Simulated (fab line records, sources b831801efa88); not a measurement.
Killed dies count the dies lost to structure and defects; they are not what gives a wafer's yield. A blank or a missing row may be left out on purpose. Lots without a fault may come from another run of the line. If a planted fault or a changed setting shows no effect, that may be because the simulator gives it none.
fab line records	flow sky130
record: lots: 6	wafers: 18	lastDay: 50
route steps=708 shown METAL4@629 VIA4@639 PAD_OPEN@708
lots that met no fault: from a run of the same line without faults
startH: start of the lot's first displayed wafer, in hours after the record's first day	waitH: hours from the lot's prior step to this one	" as in the row above	L1.1+2: several wafers, shown together as one row	- no value, or no start given	* or withheld: withheld	< > ~ a bound
route shown NAME@n: NAME is a module with steps in the file, n the number in the route of the first one	usual: average and standard deviation across the fault-free wafers	same: alike in all rows	chamber/n: place in a boat	sites: readings site by site	_std_site: the standard deviation of these	_edge_site: outer sites' mean less inner sites'	radiusMm: for every site, how far away it sits from the centre of the wafer	mask NAME#n: copy n	behind: the most recent tool/chamber to have shaped the wafer	hold: reason for holding the lot/hours on hold/outcome of the hold	device: which transistor (n, p or np) failed to switch	end of line: at the end of the route, the tests of the same wafers	for a step that has no rows: nothing shown but its recipe	killed: at the first sort, the dies lost to defects and structure; wafer yield is something else	map: shows each die of a wafer: x if killed, . if not, _ if none is there
set.NAME: the setting as run; set.NAME@STEP: as run at that earlier step	model.NAME: the simulator's own value behind a step, which no gauge read
lots seen at some steps along the route; tables by step, rows by wafer
services: from which hour (startH, from the record's first day; less than 0 if before it) a tool's chamber was out of use, for how many hours, and why
== steps ==
step: SKY_METAL4_CD_MEAS_13
recipe: targetCdNm: 300
usual: cdNm: 300.2/1.2
lot.wafer	tool	chamber	startH	waitH	cdNm
L803.3	cdSem-02	-	971.22	-	302.9
L803.4	"	-	"	"	301.2
L803.5	"	-	"	"	301.4
L804.1	cdSem-01	-	984.48	-	300.2
L804.4	"	-	"	"	299.5
L804.5	"	-	"	"	299.8
L819.1	cdSem-02	-	1079.38	-	299.7
L819.3	"	-	"	"	300.7
L819.6	"	-	"	"	298.6
L816.1	cdSem-02	-	1084.02	-	300.0
L816.3	"	-	"	"	300.7
L816.6	"	-	"	"	300.7
L821.1	cdSem-02	-	1089.93	-	298.1
L821.2	"	-	"	"	299.4
L821.3	"	-	"	"	298.7
L826.1	cdSem-01	-	1118.68	-	298.9
L826.3	"	-	"	"	299.7
L826.6	"	-	"	"	299.9
step: SKY_METAL4_OVL_MEAS_14
usual: METAL4_OVL: -1/4.8
lot.wafer	tool	chamber	startH	waitH	METAL4_OVL[nm]
L803.3	overlay-02	-	971.31	0.1	0
L803.4	"	-	"	"	-6
L803.5	"	-	"	"	-8
L804.1	overlay-02	-	984.60	0.1	-1
L804.4	"	-	"	"	4
L804.5	"	-	"	"	5
L819.1	overlay-01	-	1079.50	0.1	1
L819.3	"	-	"	"	5
L819.6	"	-	"	"	5
L816.1	overlay-01	-	1084.14	0.1	0
L816.3	"	-	"	"	-5
L816.6	"	-	"	"	8
L821.1	overlay-01	-	1090.05	0.1	-5
L821.2	"	-	"	"	-8
L821.3	"	-	"	"	-5
L826.1	overlay-02	-	1118.80	0.1	-3
L826.3	"	-	"	"	-3
L826.6	"	-	"	"	-6
step: SKY_METAL4_DESCUM_15
recipe: chemistry: O2	sourcePowerW: 150	biasPowerW: 0	pressureMtorr: 10	tempC: 40	timeS: 8
usual: drypumpMotorCurrentA: 6.0/0.34	oesProductAu: 1.001/0.0063
lot.wafer	tool	chamber	startH	waitH	drypumpMotorCurrentA	oesProductAu	rfHoursCounterH
L803.3	rieMetal-02	0	971.34	0.0	5.6	1.005	-
L803.4	"	1	"	"	6.0	0.999	-
L803.5	"	0	"	"	5.6	0.994	-
L804.1	rieMetal-02	1	984.63	0.0	6.0	1.002	8
L804.4	"	0	"	"	5.6	1.003	-
L804.5	"	1	"	"	6.0	0.996	-
L819.1	rieMetal-02	1	1079.53	0.0	6.0	0.995	15
L819.3	"	1	"	"	6.0	0.992	-
L819.6	"	1	"	"	6.0	0.996	-
L816.1	rieMetal-03	0	1084.18	0.0	5.7	0.990	14
L816.3	"	0	"	"	5.7	1.005	-
L816.6	"	0	"	"	5.7	1.001	-
L821.1	rieMetal-01	1	1090.08	0.0	6.0	1.008	23
L821.2	"	0	"	"	6.1	0.988	2
L821.3	"	1	"	"	6.0	0.992	-
L826.1	rieMetal-03	0	1118.83	0.0	5.7	0.995	17
L826.3	"	1	"	"	6.6	1.014	-
L826.6	"	1	"	"	6.6	1.009	-
step: SKY_METAL4_ETCH_16
recipe: chemistry: N2/H2	target: BARC	ionEnergyEv: 200	biasW: 100	pressureMtorr: 30	n2FlowSccm: 100	h2FlowSccm: 200	icpW: 500	stopOn: SiO2	timeS: 88.2	targetDepthA: 600
step: SKY_METAL4_ETCH_17
recipe: target: SiO2	stopOn: TiN	chemistry: C4F8/O2/Ar	sourceW: 1500	biasW: 1200	pressureMtorr: 40	c4f8FlowSccm: withheld	O2_flow_sccm: 6	Ar_flow_sccm: 300	timeS: 3.9	targetDepthA: 150
usual: oesProductAu: 0.754/0.0063
lot.wafer	tool	chamber	startH	waitH	oesProductAu	rfHoursCounterH
L803.3	rieDiel-02	1	971.46	0.0	0.751	6
L803.4	"	1	"	"	0.758	-
L803.5	"	0	"	"	0.760	-
L804.1	rieDiel-01	2	984.76	0.1	0.747	20
L804.4	"	1	"	"	0.751	-
L804.5	"	2	"	"	0.752	-
L819.1	rieDiel-01	3	1079.79	0.2	0.741	15
L819.3	"	1	"	"	0.749	19
L819.6	"	1	"	"	0.763	-
L816.1	rieDiel-02	0	1084.31	0.1	0.750	23
L816.3	"	3	"	"	0.755	18
L816.6	"	0	"	"	0.758	-
L821.1	rieDiel-03	2	1090.21	0.1	0.760	16
L821.2	"	0	"	"	0.743	2
L821.3	"	1	"	"	0.750	15
L826.1	rieDiel-03	1	1118.96	0.1	0.751	16
L826.3	"	2	"	"	0.752	17
L826.6	"	3	"	"	0.758	-
step: SKY_METAL4_METAL_ETCH_18
recipe: targetDepthA: 8450	stopOn: SiO2	overEtchFrac: 0.3	timeS: 183.1	chemistry: Cl2/BCl3	resistSidewallDeg: 88	pressureMtorr: 10	icpW: 900	biasW: 48.5	Cl2_flow_sccm: 60	bcl3FlowSccm: 30
usual: drypumpMotorCurrentA: 6.0/0.33	oesProductAu: 0.865/0.0069	throttleValvePct: 22.265/0.0086
lot.wafer	tool	chamber	startH	waitH	drypumpMotorCurrentA	oesProductAu	rfHoursCounterH	throttleValvePct
L803.3	rieMetal-03	1	971.54	0.1	6.6	0.866	-	22.264
L803.4	"	0	"	"	5.6	0.864	-	22.263
L803.5	"	1	"	"	6.7	0.861	-	22.262
L804.1	rieMetal-01	0	984.78	0.0	6.0	0.867	21	22.282
L804.4	"	1	"	"	6.0	0.866	-	22.256
L804.5	"	1	"	"	6.0	0.874	-	22.260
L819.1	rieMetal-01	0	1079.81	0.0	6.1	0.864	1	22.262
L819.3	"	1	"	"	6.0	0.873	-	22.278
L819.6	"	0	"	"	6.1	0.863	-	22.262
L816.1	rieMetal-02	0	1084.33	0.0	5.6	0.876	0	22.259
L816.3	"	0	"	"	5.6	0.870	-	22.252
L816.6	"	0	"	"	5.6	0.872	-	22.268
L821.1	rieMetal-02	1	1090.23	0.0	6.0	0.873	16	22.257
L821.2	"	0	"	"	5.6	0.866	1	22.258
L821.3	"	1	"	"	6.0	0.869	-	22.265
L826.1	rieMetal-01	0	1118.98	0.0	6.1	0.872	4	22.255
L826.3	"	1	"	"	6.0	0.870	-	22.273
L826.6	"	0	"	"	6.0	0.866	-	22.270
step: SKY_METAL4_STRIP_19
recipe: chemistry: O2/N2	powerW: 1400	pressureMtorr: 1500	platenTempC: withheld	o2FlowSccm: 3000	n2FlowSccm: 300	overashFraction: 0.5
usual: drypumpMotorCurrentA: 5.6/0.38	oesProductAu: 0.503/0.005	stripTimeToEndpointS: 6.54/0.045
lot.wafer	tool	chamber	startH	waitH	drypumpMotorCurrentA	oesProductAu	rfHoursCounterH	stripTimeToEndpointS
L803.3	plasmaAsher-04	0	971.69	0.1	5.8	0.516	-	6.56
L803.4	"	1	"	"	6.0	0.504	-	6.58
L803.5	"	1	"	"	6.0	0.504	-	6.53
L804.1	plasmaAsher-03	0	984.96	0.1	4.9	0.502	114	6.53
L804.4	"	0	"	"	4.9	0.505	-	6.48
L804.5	"	0	"	"	4.9	0.501	-	6.50
L819.1	plasmaAsher-04	1	1079.99	0.1	6.0	0.501	64	6.54
L819.3	"	0	"	"	5.8	0.504	-	6.59
L819.6	"	1	"	"	6.0	0.503	-	6.57
L816.1	plasmaAsher-02	1	1084.51	0.1	5.8	0.492	99	6.55
L816.3	"	1	"	"	5.8	0.500	-	6.58
L816.6	"	0	"	"	5.8	0.500	-	6.55
L821.1	plasmaAsher-02	0	1090.41	0.1	5.7	0.503	100	6.51
L821.2	"	1	"	"	5.8	0.495	100	6.52
L821.3	"	1	"	"	5.8	0.505	-	6.57
L826.1	plasmaAsher-03	1	1119.16	0.1	5.8	0.500	5	6.55
L826.3	"	0	"	"	4.9	0.510	-	6.58
L826.6	"	0	"	"	4.9	0.503	-	6.60
step: SKY_METAL4_STRIP_20
recipe: chemistry: postEtchResidueRemover	timeS: 1200	tempC: 72.5
step: SKY_METAL4_CLEAN_21
recipe: chemistry: IPA	timeS: 180	tempC: 25
step: SKY_METAL4_CLEAN_22
recipe: chemistry: O3/DIW	dry: n2Spin
step: SKY_VIA4_HDPCVD_00
recipe: material: SiO2	targetThkNm: 1750	sigmaOpenFrac: 0.3	timeS: 291.7	tempC: 400	sih4FlowSccm: 60	pressureMtorr: 6
step: SKY_VIA4_THK_MEAS_01
recipe: reads: SiO2_of_VIA4_HDPCVD_00
usual: VIA4_HDPCVD_THK: 1766/12
lot.wafer	tool	chamber	startH	waitH	VIA4_HDPCVD_THK[nm]
L803.3	filmMetro-03	-	972.45	0.1	1766
L803.4	"	-	"	"	1784
L803.5	"	-	"	"	1775
L804.1	filmMetro-02	-	985.73	0.1	1777
L804.4	"	-	"	"	1769
L804.5	"	-	"	"	1755
L819.1	filmMetro-03	-	1080.85	0.1	1764
L819.3	"	-	"	"	1762
L819.6	"	-	"	"	1781
L816.1	filmMetro-02	-	1085.33	0.1	1750
L816.3	"	-	"	"	1742
L816.6	"	-	"	"	1752
L821.1	filmMetro-03	-	1091.27	0.1	1747
L821.2	"	-	"	"	1768
L821.3	"	-	"	"	1748
L826.1	filmMetro-01	-	1119.93	0.1	1768
L826.3	"	-	"	"	1779
L826.6	"	-	"	"	1770
step: SKY_VIA4_CMP_02
recipe: material: SiO2	downForcePsi: 4	platenRpm: 60	padVelocityMS: 0.94248
usual: edgeZonePressureFrac: 1.000/0.0049	headPressurePsi: 4.000/0.0085	motorCurrentA: 12.0/1.8	slurryFilterDpKPa: 13.50/0.12
lot.wafer	tool	chamber	startH	waitH	edgeZonePressureFrac	headPressurePsi	motorCurrentA	slurryFilterDpKPa	model.SiO2_of_VIA4_HDPCVD_00.thkNm
L803.3	cmp-01	1	972.49	0.0	0.999	3.994	12.4	13.60	580.5
L803.4	"	2	"	"	0.996	3.996	13.6	13.64	580.4
L803.5	"	2	"	"	0.993	3.997	13.5	13.48	579
L804.4	cmp-02	0	985.79	0.0	1.001	4.013	11.3	13.57	580.6
L804.1	"	3	"	"	0.996	4.011	14.0	13.44	580
L804.5	"	1	"	"	1.002	4.009	13.0	13.33	580.6
L819.1	cmp-01	1	1080.91	0.1	-	-	-	-	1763
L819.3	"	2	"	"	-	-	-	-	1761
L819.6	"	1	"	"	-	-	-	-	1781
L816.1	cmp-01	2	1085.61	0.3	-	-	-	-	1749
L816.3	"	1	"	"	-	-	-	-	1743
L816.6	"	3	"	"	-	-	-	-	1752
L821.2	cmp-02	3	1091.33	0.0	1.008	4.000	12.6	13.31	580.5
L821.1	"	0	"	"	1.003	3.994	11.6	13.71	580.9
L821.3	"	2	"	"	1.001	4.001	13.7	13.58	580.6
L826.1	cmp-01	2	1119.99	0.1	1.005	4.019	13.1	13.36	579
L826.3	"	3	"	"	0.994	4.001	9.7	13.52	580
L826.6	"	3	"	"	1.002	4.004	9.4	13.41	580.1
step: SKY_VIA4_BOW_MEAS_03
recipe: mode: bow
usual: VIA4_BOW: 81/7
lot.wafer	tool	chamber	startH	waitH	VIA4_BOW[um]
L803.3	filmMetro-01	-	972.83	0.3	77
L803.4	"	-	"	"	75
L803.5	"	-	"	"	82
L804.1	filmMetro-03	-	986.09	0.1	78
L804.4	"	-	"	"	74
L804.5	"	-	"	"	75
L819.1	filmMetro-01	-	1081.21	0.2	136
L819.3	"	-	"	"	133
L819.6	"	-	"	"	138
L816.1	filmMetro-01	-	1085.91	0.2	138
L816.3	"	-	"	"	138
L816.6	"	-	"	"	143
L821.1	filmMetro-03	-	1091.63	0.2	81
L821.2	"	-	"	"	81
L821.3	"	-	"	"	82
L826.1	filmMetro-03	-	1120.29	0.2	67
L826.3	"	-	"	"	88
L826.6	"	-	"	"	86
step: SKY_VIA4_DEHYDRATE_04
recipe: tempC: 200	timeS: 60
step: SKY_VIA4_HMDS_05
recipe: primeTimeS: 60	primeTempC: 120
step: SKY_VIA4_COAT_06
recipe: resist: NOVOLAK	spinRpm: 3000	resistThkNm: 1140
step: SKY_VIA4_SOFTBAKE_07
recipe: tempC: 90	timeS: 60	resist: NOVOLAK
step: SKY_VIA4_EXPOSE_08
recipe: maskId: VIM4	na: 0.6	sourceShape: conventional	sigmaOuter: 0.6	polarization: unpolarized	targetCdNm: 800	doseMj: 132
step: SKY_VIA4_PEB_09
recipe: tempC: withheld	timeS: *	resist: NOVOLAK
step: SKY_VIA4_DEVELOP_10
recipe: resist: NOVOLAK	developer: TMAH	developTimeS: 60	devTempC: 23
step: SKY_VIA4_OVL_MEAS_11
usual: VIA4_OVL: -0.1/1.6
lot.wafer	tool	chamber	startH	waitH	VIA4_OVL[nm]
L803.3	overlay-01	-	996.13	0.1	-1.4
L803.4	"	-	"	"	0.9
L803.5	"	-	"	"	-0.5
L804.1	overlay-02	-	1008.53	0.1	4.9
L804.4	"	-	"	"	2.2
L804.5	"	-	"	"	1.5
L819.1	overlay-02	-	1101.52	0.1	5.0
L819.3	"	-	"	"	2.2
L819.6	"	-	"	"	3.3
L816.1	overlay-01	-	1106.38	0.1	0.0
L816.3	"	-	"	"	3.1
L816.6	"	-	"	"	-0.5
L821.1	overlay-02	-	1111.83	0.1	-2.6
L821.2	"	-	"	"	-0.4
L821.3	"	-	"	"	-3.7
L826.1	overlay-01	-	1138.72	0.1	0.0
L826.3	"	-	"	"	-0.2
L826.6	"	-	"	"	-0.3
step: SKY_VIA4_ETCH_12
recipe: target: SiO2	chemistry: C4F8/O2/Ar	stopOn: TiN	maskMaterial: NOVOLAK	sourceW: 1500	biasW: 1200	pressureMtorr: 40	c4f8FlowSccm: withheld	O2_flow_sccm: 6	Ar_flow_sccm: 300	timeS: withheld	targetDepthA: 5800
usual: oesProductAu: 0.926/0.005
lot.wafer	tool	chamber	startH	waitH	oesProductAu	model.VIA4.featureDepthNm	model.etch.depthNm
L803.3	rieDiel-04	0	996.16	0.0	0.930	580.5	580.5
L803.4	"	0	"	"	0.929	580.4	580.4
L803.5	"	2	"	"	0.927	579	579
L804.1	rieDiel-01	1	1008.57	0.0	0.933	580	580
L804.4	"	2	"	"	0.933	580.6	580.6
L804.5	"	2	"	"	0.928	580.6	580.6
L819.1	rieDiel-01	0	1101.56	0.0	1.648	664.7	664.7
L819.3	"	1	"	"	1.643	664	664
L819.6	"	2	"	"	1.650	673.1	673.1
L816.1	rieDiel-04	0	1106.42	0.0	1.644	668.4	668.4
L816.3	"	2	"	"	1.633	654.4	654.4
L816.6	"	0	"	"	1.637	663.9	663.9
L821.1	rieDiel-04	1	1111.87	0.0	0.925	580.9	580.9
L821.2	"	0	"	"	0.926	580.5	580.5
L821.3	"	3	"	"	0.930	580.6	580.6
L826.1	rieDiel-03	1	1138.76	0.0	0.927	579	579
L826.3	"	2	"	"	0.919	580	580
L826.6	"	1	"	"	0.924	580.1	580.1
step: SKY_VIA4_STRIP_13
recipe: chemistry: O2/N2	powerW: 1400	pressureMtorr: 1500	platenTempC: withheld	o2FlowSccm: 3000	n2FlowSccm: 300	overashFraction: 0.5
usual: drypumpMotorCurrentA: 5.84/0.1	oesProductAu: 0.710/0.0046	stripTimeToEndpointS: 12.799/0.025
lot.wafer	tool	chamber	startH	waitH	drypumpMotorCurrentA	oesProductAu	rfHoursCounterH	stripTimeToEndpointS
L803.3	plasmaAsher-01	1	996.26	-	5.93	0.704	-	12.760
L803.4	"	0	"	"	5.85	0.709	-	12.762
L803.5	"	1	"	"	5.91	0.703	-	12.774
L804.1	plasmaAsher-04	0	1008.64	-	5.81	0.715	58	12.808
L804.4	"	1	"	"	6.02	0.707	-	12.789
L804.5	"	0	"	"	5.78	0.707	-	12.806
L819.1	plasmaAsher-01	1	1101.63	-	5.94	0.710	36	12.801
L819.3	"	1	"	"	5.93	0.708	-	12.783
L819.6	"	1	"	"	5.93	0.705	-	12.789
L816.1	plasmaAsher-01	0	1106.49	-	5.85	0.707	37	12.813
L816.3	"	0	"	"	5.83	0.712	-	12.838
L816.6	"	1	"	"	5.94	0.705	-	12.768
L821.1	plasmaAsher-02	1	1111.94	-	5.80	0.705	102	12.812
L821.2	"	0	"	"	5.71	0.709	102	12.779
L821.3	"	1	"	"	5.79	0.701	-	12.832
L826.1	plasmaAsher-04	0	1138.83	-	5.79	0.720	70	12.814
L826.3	"	0	"	"	5.82	0.704	-	12.799
L826.6	"	1	"	"	6.02	0.716	-	12.760
step: SKY_VIA4_STRIP_14
recipe: chemistry: postEtchResidueRemover	timeS: 1200	tempC: 72.5
step: SKY_VIA4_CLEAN_15
recipe: chemistry: IPA	timeS: 180	tempC: 25
step: SKY_VIA4_CLEAN_16
recipe: chemistry: O3/DIW	dry: n2Spin
step: SKY_VIA4_SPUTTER_17
recipe: material: TiN	targetThkNm: 20	chamberPressurePa: 5	powerW: 4000	timeS: 80
step: SKY_VIA4_CVD_18
recipe: material: W	targetThkNm: 505	timeS: 152.14	tempC: 400	pressureTorr: 40
step: SKY_VIA4_CMP_21
recipe: stopOn: SiO2	tOverpolishS: 25	downForcePsi: 3.5	platenRpm: 60	targetThkNm: 0	padVelocityMS: 0.94248
usual: edgeZonePressureFrac: 1.000/0.0044	headPressurePsi: 3.502/0.0077	motorCurrentA: 11.0/1.6	slurryFilterDpKPa: 13.51/0.13
lot.wafer	tool	chamber	startH	waitH	edgeZonePressureFrac	headPressurePsi	motorCurrentA	slurryFilterDpKPa	model.SiO2_of_VIA4_HDPCVD_00.thkNm
L803.4	cmp-01	0	997.30	0.1	0.999	3.497	8.9	13.56	574.9
L803.3	"	1	"	"	0.996	3.504	11.4	13.71	575
L803.5	"	0	"	"	0.999	3.496	8.6	13.54	573.5
L804.4	cmp-01	3	1009.66	0.0	1.006	3.513	8.6	13.48	575.2
L804.1	"	0	"	"	1.002	3.510	8.9	13.56	574.5
L804.5	"	3	"	"	1.000	3.505	8.0	13.53	575.1
L819.1	cmp-01	2	1103.05	0.1	0.996	3.492	11.7	13.41	1758
L819.3	"	1	"	"	0.990	3.512	12.0	13.52	1756
L819.6	"	3	"	"	0.997	3.508	8.3	13.38	1776
L816.1	cmp-02	0	1107.78	0.4	1.001	3.508	11.3	13.63	1743
L816.3	"	3	"	"	0.998	3.507	12.1	13.75	1737
L816.6	"	1	"	"	0.997	3.495	11.6	13.32	1747
L821.1	cmp-02	3	1113.58	0.7	1.004	3.497	12.5	13.34	575.4
L821.2	"	0	"	"	1.007	3.494	10.3	13.65	575
L821.3	"	1	"	"	0.994	3.493	12.0	13.57	575.1
L826.1	cmp-01	2	1139.85	0.1	0.998	3.484	12.0	13.56	573.5
L826.3	"	0	"	"	1.009	3.507	9.1	13.35	574.6
L826.6	"	3	"	"	0.995	3.500	8.1	13.45	574.6
step: SKY_PAD_OPEN_PROBE_99
usual: defectLimitedYield: 82.4/2.2	killed_at_M0_to_M3: 44/7.7	killed_at_M4_up: 3.2/1.7	killedAtContacts: 24/5.3	killedAtFrontEnd: 15/4.3	killedAtOther: 0.3/0.57	killedDies: 87/11	killedOnRim: 17/3.8	killedOpen: 47/7.4	killedShort: 40/6.5	sort_bin_3_pad_short: 0.8/0.4	sort_bin_5_function: 10.5/1.6	sort_bin_6_memory: 6.3/1.2	sortNPass: 405/11	sortYieldPct: 82.4/2.2
same: grossDies: 492	killedAtBackSide: 0	sort_bin_4_leakage[%]: 0	sort_bin_8_speed[%]: 0
lot.wafer	tool	chamber	startH	waitH	defectLimitedYield[%]	killed_at_M0_to_M3	killed_at_M4_up	killedAtContacts	killedAtFrontEnd	killedAtOther	killedDies	killedOnRim	killedOpen	killedShort	sort_bin_3_pad_short[%]	sort_bin_5_function[%]	sort_bin_6_memory[%]	sortNPass	sortYieldPct[%]
L803.3	prober-02	-	1068.75	0.2	82.7	43	3	24	14	1	85	14	48	37	1.6	9.8	5.9	407	82.7
L803.4	prober-02	-	1068.80	0.2	83.5	45	4	22	10	0	81	16	45	36	0.8	10.4	5.3	411	83.5
L803.5	prober-02	-	1068.85	0.2	81.1	47	6	25	14	1	93	16	46	47	1.4	12.4	5.1	399	81.1
L804.1	prober-01	-	1079.19	0.1	83.3	46	0	20	16	0	82	20	52	30	0.2	8.9	7.5	410	83.3
L804.4	prober-01	-	1079.34	0.2	78.3	60	5	24	18	0	107	17	62	44	1.0	12.2	8.5	385	78.3
L804.5	prober-01	-	1079.39	0.2	88.4	27	3	14	13	0	57	9	26	31	0.6	6.7	4.3	435	88.4
L819.1	prober-01	-	1162.68	0.1	0	46	418	11	17	0	492	96	41	36	0.8	93.1	6.1	0	0
L819.3	prober-01	-	1162.78	0.2	0	53	402	22	15	0	492	96	40	52	1.0	93.7	5.3	0	0
L819.6	prober-01	-	1162.93	0.2	0	57	386	26	23	0	492	96	50	63	0.6	90.7	8.7	0	0
L816.1	prober-02	-	1167.89	0.1	0	41	413	26	12	0	492	96	45	36	0.6	94.3	5.1	0	0
L816.3	prober-02	-	1167.99	0.2	0	41	411	20	19	1	492	96	43	39	1.2	92.7	6.1	0	0
L816.6	prober-02	-	1168.14	0.2	0	42	412	22	14	2	492	96	49	32	0.6	93.9	5.5	0	0
killed by level:class
L803.3 CONTACT:geometricParticle:open=13 VIA1:geometricParticle:open=12 VIA1:geometricParticle:short=10 VIA2:geometricParticle:open=7 POLY_GATE:geometricParticle:open=5 CONTACT:geometricParticle:short=5 FIELD_ISO:geometricParticle:open=4 FIELD_ISO:geometricParticle:short=3
L803.4 LI_CONTACT:geometricParticle:open=10 VIA1:geometricParticle:open=10 VIA3:geometricParticle:open=7 VIA1:geometricParticle:short=5 POLY_GATE:geometricParticle:open=4 VIA2:geometricParticle:open=4 LI_CONTACT:geometricParticle:short=4 CONTACT:geometricParticle:open=4
L803.5 VIA1:geometricParticle:open=15 LI_CONTACT:geometricParticle:open=8 VIA1:geometricParticle:short=8 CONTACT:geometricParticle:open=6 VIA2:geometricParticle:open=6 METAL4:geometricParticle:short=6 POLY_GATE:geometricParticle:short=5 METAL1:geometricParticle:short=5
L804.1 CONTACT:geometricParticle:open=11 VIA3:geometricParticle:open=10 VIA2:geometricParticle:open=8 METAL1:geometricParticle:short=6 VIA1:geometricParticle:open=6 POLY_GATE:geometricParticle:short=5 METAL2:geometricParticle:short=5 FIELD_ISO:geometricParticle:short=4
L804.4 VIA1:geometricParticle:open=18 VIA3:geometricParticle:open=11 LI_CONTACT:geometricParticle:open=7 CONTACT:geometricParticle:open=7 VIA2:geometricParticle:open=7 METAL3:geometricParticle:short=6 FIELD_ISO:geometricParticle:short=5 FIELD_ISO:geometricParticle:open=5
L804.5 CONTACT:geometricParticle:open=7 VIA1:geometricParticle:short=7 METAL3:geometricParticle:short=5 FIELD_ISO:geometricParticle:open=3 VIA1:geometricParticle:open=3 LOCAL_INTERCONNECT:geometricParticle:short=3 CONTACT:geometricParticle:short=3 VIA2:geometricParticle:open=3
L819.1 VIA4:areaCmp=415 VIA1:geometricParticle:open=12 VIA1:geometricParticle:short=8 CONTACT:geometricParticle:open=7 METAL2:geometricParticle:short=6 VIA2:geometricParticle:open=5 METAL1:geometricParticle:short=5 POLY_GATE:geometricParticle:open=4
L819.3 VIA4:areaCmp=400 METAL2:geometricParticle:short=11 VIA3:geometricParticle:open=11 CONTACT:geometricParticle:open=9 VIA1:geometricParticle:short=7 LI_CONTACT:geometricParticle:open=6 VIA1:geometricParticle:open=6 VIA3:geometricParticle:short=5
L819.6 VIA4:areaCmp=378 METAL1:geometricParticle:short=12 LI_CONTACT:geometricParticle:open=10 VIA1:geometricParticle:open=10 METAL2:geometricParticle:short=8 FIELD_ISO:geometricParticle:short=6 METAL4:geometricParticle:short=6 FIELD_ISO:geometricParticle:open=5
L816.1 VIA4:areaCmp=411 VIA1:geometricParticle:open=12 CONTACT:geometricParticle:open=7 CONTACT:geometricParticle:short=7 METAL2:geometricParticle:short=5 FIELD_ISO:geometricParticle:open=4 POLY_GATE:geometricParticle:open=4 LI_CONTACT:geometricParticle:open=4
L816.3 VIA4:areaCmp=410 VIA1:geometricParticle:open=10 VIA2:geometricParticle:open=8 LI_CONTACT:geometricParticle:open=6 CONTACT:geometricParticle:open=6 POLY_GATE:geometricParticle:short=5 CONTACT:geometricParticle:short=5 VIA3:geometricParticle:open=5
L816.6 VIA4:areaCmp=411 VIA1:geometricParticle:open=11 LI_CONTACT:geometricParticle:open=9 VIA2:geometricParticle:open=9 CONTACT:geometricParticle:open=8 FIELD_ISO:geometricParticle:open=5 VIA1:geometricParticle:short=5 FIELD_ISO:geometricParticle:short=4
map L816.1 (x killed, . not)
__________xxxxxxxxxx_________
________xxxxxxxxxxxxxx_______
______xxxxxxxxxxxxxxxxxx_____
_____xxxxxxxxxxxxxxxxxxxx____
____xxxxxxxxxxxxxxxxxxxxxx___
___xxxxxxxxxxxxxxxxxxxxxxxx__
__xxxxxxxxxxxxxxxxxxxxxxxxxx_
_xxxxxxxxxxxxxxxxxxxxxxxxxxxx
_xxxxxxxxxxxxxxxxxxxxxxxxxxxx
_xxxxxxxxxxxxxxxxxxxxxxxxxxxx
_xxxxxxxxxxxxxxxxxxxxxxxxxxxx
_xxxxxxxxxxxxxxxxxxxxxxxxxxxx
_xxxxxxxxxxxxxxxxxxxxxxxxxxxx
_xxxxxxxxxxxxxxxxxxxxxxxxxxxx
_xxxxxxxxxxxxxxxxxxxxxxxxxxxx
__xxxxxxxxxxxxxxxxxxxxxxxxxx_
___xxxxxxxxxxxxxxxxxxxxxxxx__
____xxxxxxxxxxxxxxxxxxxxxx___
_____xxxxxxxxxxxxxxxxxxxx____
______xxxxxxxxxxxxxxxxxx_____
________xxxxxxxxxxxxxx_______
__________xxxxxxxxxx_________
map L819.1 (x killed, . not)
__________xxxxxxxxxx_________
________xxxxxxxxxxxxxx_______
______xxxxxxxxxxxxxxxxxx_____
_____xxxxxxxxxxxxxxxxxxxx____
____xxxxxxxxxxxxxxxxxxxxxx___
___xxxxxxxxxxxxxxxxxxxxxxxx__
__xxxxxxxxxxxxxxxxxxxxxxxxxx_
_xxxxxxxxxxxxxxxxxxxxxxxxxxxx
_xxxxxxxxxxxxxxxxxxxxxxxxxxxx
_xxxxxxxxxxxxxxxxxxxxxxxxxxxx
_xxxxxxxxxxxxxxxxxxxxxxxxxxxx
_xxxxxxxxxxxxxxxxxxxxxxxxxxxx
_xxxxxxxxxxxxxxxxxxxxxxxxxxxx
_xxxxxxxxxxxxxxxxxxxxxxxxxxxx
_xxxxxxxxxxxxxxxxxxxxxxxxxxxx
__xxxxxxxxxxxxxxxxxxxxxxxxxx_
___xxxxxxxxxxxxxxxxxxxxxxxx__
____xxxxxxxxxxxxxxxxxxxxxx___
_____xxxxxxxxxxxxxxxxxxxx____
______xxxxxxxxxxxxxxxxxx_____
________xxxxxxxxxxxxxx_______
__________xxxxxxxxxx_________
== services ==
tool	chamber	startH	hours	kind
plasmaAsher-04	-	951.16	5.2	repair
rieDiel-03	-	954.97	0.3	repair
plasmaAsher-04	-	957.84	2.2	repair
rieDiel-04	2	974.19	9.8	repair
rieDiel-01	3	980.28	5.1	repair
rieDiel-04	0	981.65	4.8	repair
rieMetal-01	1	998.79	8.6	repair
rieMetal-01	0	1005.77	28.4	repair
plasmaAsher-01	-	1020.73	2.8	pm
rieMetal-03	0	1021.99	3.2	repair
cmp-02	-	1024.54	0.4	repair
cmp-02	-	1026.81	3.0	repair
plasmaAsher-04	-	1030.86	0.5	repair
rieDiel-04	1	1031.67	3.5	repair
cmp-01	-	1034.50	0.5	repair
rieDiel-04	3	1035.45	10.4	repair
plasmaAsher-04	-	1037.45	2.8	pm
rieMetal-02	0	1037.48	9.4	repair
cmp-01	-	1037.71	2.5	repair
rieDiel-01	-	1063.24	2.8	pm
plasmaAsher-01	-	1070.76	2.4	repair
cmp-02	-	1084.68	4.0	pm
cmp-01	-	1107.04	7.4	repair
rieDiel-01	-	1131.38	0.2	repair
== key ==
firstSign: step: SKY_VIA4_CMP_02	reading: toolRecord	direction: missing
effect: step: SKY_VIA4_BOW_MEAS_03	reading: VIA4_BOW	direction: up	sigmas: 8.2	usual: 81	struck: 138
effect: step: SKY_VIA4_ETCH_12	reading: oesProductAu	direction: up	sigmas: 99+	usual: 0.926	struck: 1.643
effect: step: SKY_PAD_OPEN_PROBE_99	reading: killed_at_M4_up	direction: up	sigmas: 99+	usual: 3.2	struck: 407
modelEffect: step: SKY_VIA4_CMP_02	value: SiO2_of_VIA4_HDPCVD_00.thkNm	without: 580.3	struck: 1758
modelEffect: step: SKY_VIA4_ETCH_12	value: VIA4.featureDepthNm	without: 580.3	struck: 664.8
modelEffect: step: SKY_VIA4_CMP_21	value: SiO2_of_VIA4_HDPCVD_00.thkNm	without: 574.8	struck: 1753
moreKillsBornAt: SKY_VIA4_CMP_02@cmp-01: 2425
metAt SKY_VIA4_CMP_02
struckWafers L816.1,L816.3,L816.6,L819.1,L819.3,L819.6
laterRowsLeftOut L816.1,L816.3,L816.6,L819.1,L819.3,L819.6
onsetBetween 972.49 1080.91
fault: kind: skippedStepWhole	tool: cmp-01	chamber: -	onsetH: 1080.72	steps: SKY_VIA4_CMP_02	scope: struckLotsOnly
laterRowsLeftOut: the simulator's readings of these wafers behind a module that went badly wrong aren't trusted and aren't shown, but for the sort
